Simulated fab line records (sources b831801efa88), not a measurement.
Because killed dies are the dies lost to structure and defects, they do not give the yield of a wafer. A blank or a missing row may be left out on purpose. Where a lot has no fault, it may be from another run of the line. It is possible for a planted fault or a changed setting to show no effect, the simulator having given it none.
A struck lot beside a sound one ; flow sky130 ; 15 out of 708 route steps
Sound: these wafers, L420.1, L420.4, L420.5. Wafers struck: L429.2, L429.5, L429.6. At the end, the cause is stated.
Each step with rows lists, per side, the tool, then ch with its chambers, then its first start. Under that, the readings that differ: sound wafers ; struck wafers ; difference of the means ; sigmas: that difference in standard deviations of wafers without a fault.
alike: same words and numbers on both sides, and readings whose means sit less than 2 such deviations apart. not compared: any withheld reading, any reading some wafer has no value for, any bound like >300 that may hide the same value, and any number with overlapping values for which the record gives no deviation.
Wherever a step has rows on one side only, a row that says differs or no value, or a row with sigmas, the two part there. When numbers do not overlap yet have no deviation, they are printed without sigmas and do not part them. A reading that every wafer of one side lacks parts them only if that side has two wafers or more.

SKY_VT_ADJUST_PCH_TW_MEAS_10:
  sound on film-metro-03 at day 13 23:18; struck on film-metro-02 at day 16 21:25
  alike: VT_ADJUST_PCH_TW
then, 7 steps without rows for these wafers: SKY_SONOS_TUNNEL_DEHYDRATE_00 (time 60 s); SKY_SONOS_TUNNEL_HMDS_01 (prime time 60 s); SKY_SONOS_TUNNEL_COAT_02 (resist thk 1140 nm); SKY_SONOS_TUNNEL_SOFTBAKE_03 (time 60 s); SKY_SONOS_TUNNEL_EXPOSE_04 (exposes mask TUNM, target cd 410 nm); SKY_SONOS_TUNNEL_PEB_05; SKY_SONOS_TUNNEL_DEVELOP_06 (develop time 60 s).
SKY_SONOS_TUNNEL_CD_MEAS_07: the cd target is 410 nm.
  sound on cd-sem-02 at day 15 00:42; struck on cd-sem-01 at day 18 01:44
  alike: cd-nm
SKY_SONOS_TUNNEL_OVL_MEAS_08:
  sound on overlay-02 at day 15 00:49; struck on overlay-01 at day 18 01:50
  alike: SONOS_TUNNEL_OVL
then, 2 steps without rows for these wafers: SKY_SONOS_TUNNEL_IMPLANT_09; SKY_SONOS_TUNNEL_WET_ETCH_10 (etches SiO2 in dHF, target depth 14 nm, time 280 s).
SKY_SONOS_TUNNEL_STRIP_11: strips in SPM, time 600 s.
  sound on wet-bench-01 ch 0, day 15 01:05; struck on wet-bench-01 ch 1, day 18 02:07
  no value came back on the struck wafers for bath-guard-temp-C (C), bath-heat-duty-pct (%), time-s (s); on the sound wafers bath-guard-temp-C (C) reads 130.5 130.1 130.5
reading;sound;struck;difference;sigmas
model.NOVOLAK_of_SONOS_TUNNEL_COAT_02.thk-nm (nm);0 0 0;1145 1143 1148;+1145;
SKY_SONOS_TUNNEL_TW_MEAS_12:
  sound on film-metro-02 at day 15 01:17; struck on film-metro-02 at day 18 02:17
  alike: SONOS_TUNNEL_TW
-- here the record skips 33 days between the struck wafers' starts before and after, leaving off in module SONOS_TUNNEL and picking up in module PAD_OPEN (first step shown: number 708 of the route) --
SKY_PAD_OPEN_PROBE_99:
  sound on prober-01 at day 48 22:39; struck on prober-02 at day 51 13:13
reading;sound;struck;difference;sigmas
killed-at-front-end;24 13 18;419 420 419;+401;+89
killed-dies;94 86 89;492 492 492;+402;+45
killed-on-rim;18 16 15;96 96 96;+80;+22
  alike: killed_at_M0_to_M3, killed_at_M4_up, killed-at-contacts, killed-at-other, killed-open, killed-short

== WHERE THEY PART ==
At SKY_SONOS_TUNNEL_STRIP_11 first; at SKY_PAD_OPEN_PROBE_99 last (within this record only).

WHY: what had been put in by the simulator
Skipped step whole: wet-bench-01, from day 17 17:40 on, at SKY_SONOS_TUNNEL_STRIP_11. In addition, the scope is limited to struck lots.
